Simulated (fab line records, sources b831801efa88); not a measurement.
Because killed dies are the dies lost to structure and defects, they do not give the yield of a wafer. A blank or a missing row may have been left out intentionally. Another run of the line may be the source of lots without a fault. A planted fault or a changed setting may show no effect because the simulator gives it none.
8D (eight disciplines) problem report, filled in by code + flow gf180mcu + the parts of the form that need people (team, actions taken, sign-off) are left out

## 1. WHAT IS WRONG
CONTACT_W_RS at GF_CONTACT_RS_MEAS_25 reads a mean of 0.567 ohm/sq on 6 wafers of 2 lots; wafers without a fault read 0.385 ohm/sq with a standard deviation of 0.0038. Relative to the usual mean, that is a shift of +48 standard deviations.
The step: measures by four-point-probe.
The first sign was on wafer L727.3 at day 23 01:25, on film metro-04. Wafers with a number at this step in the record: 39, from 13 lots. The rule behind "out" and "out of limits": a value lying over 4 standard deviations away from the usual mean. All remaining wafers that have a number are taken as sound.

## 2. WHAT THIS IS AND IS NOT
| question                    | is                           | is not                                                                    |
|-----------------------------|------------------------------|---------------------------------------------------------------------------|
| which readings at this step | CONTACT_W_RS                 | -                                                                         |
| which lots                  | L727, L728                   | L709, L710, L711, L712, L714, L715, L716, L717, L722, L729, L731          |
| which wafers of those lots  | all that have a number       | -                                                                         |
| read on which gauges        | film metro-03, film metro-04 | film metro-01                                                             |
| when                        | from day 23 01:25            | up to then (27 sound wafers); but 6 sound wafers of L729, L731 came after |

## 3. SUSPECTS, AND WHAT RULES EACH OUT
Counting: a tool stays on the suspect list if, at a process step up to the reading, it processed all lots that are out and no sound lot following the first of them.
- the gauge at GF_CONTACT_RS_MEAS_25 has been ruled out. The wafers that are out were read on 2 gauges (film metro-03, film metro-04).
- cvd w-01 at GF_CONTACT_CVD_24 (deposits W, target thk 300 nm, time 90.339 s): kept. All lots that are out passed through it, beginning with L727 at day 23 01:15, and no sound lot followed; its final sound lot before that point was L722 at day 21 08:46.
The count leaves cvd w-01 at GF_CONTACT_CVD_24.

## 4. THE CAUSE (what the simulator had put in)
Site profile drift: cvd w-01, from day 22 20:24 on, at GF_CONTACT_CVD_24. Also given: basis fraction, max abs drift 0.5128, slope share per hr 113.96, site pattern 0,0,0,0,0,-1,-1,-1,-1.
After counting, this tool was the only one left.

## 5. THE CHAIN OF EFFECTS, in route order
Rows list readings where the struck wafers' mean (over those with a number) sits beyond 3 standard deviations from the usual. Readings are gone through only where the record gives a usual standard deviation; hours: the median, over the lots, of the time from a lot's start at the first step in this table giving one to that lot's start at this step; sigmas: the change measured in usual standard deviations.
| hours | step                   | reading       | usual        | on struck wafers | change | sigmas |
|-------|------------------------|---------------|--------------|------------------|--------|--------|
| 0     | GF_CONTACT_RS_MEAS_25  | CONTACT_W_RS  | 0.385 ohm/sq | 0.567            | +0.182 | +48    |
| 0     | GF_CONTACT_THK_MEAS_26 | CONTACT_W_THK | 300 nm       | 232              | -68    | -21    |
At these later measuring or inspecting steps, every struck wafer for which the step has a row has a number for every such reading, and none has moved that far: GF_M1_THK_MEAS_06.

## 6. HOW IT WOULD HAVE BEEN CAUGHT EARLIER
Counted from the fault's start at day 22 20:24, it took 5 hours until the first out-of-limits reading at a measuring or inspecting step in this record, taken at day 23 01:25.
No tool reading at GF_CONTACT_CVD_24 that has a usual standard deviation in the record was out on any struck wafer, so an alarm limit of 4 standard deviations on those readings would not have fired.
Of the lots that are out (2), L728 began GF_CONTACT_CVD_24 on cvd w-01 after day 23 01:25. A hold on the tool at that time would have spared it.
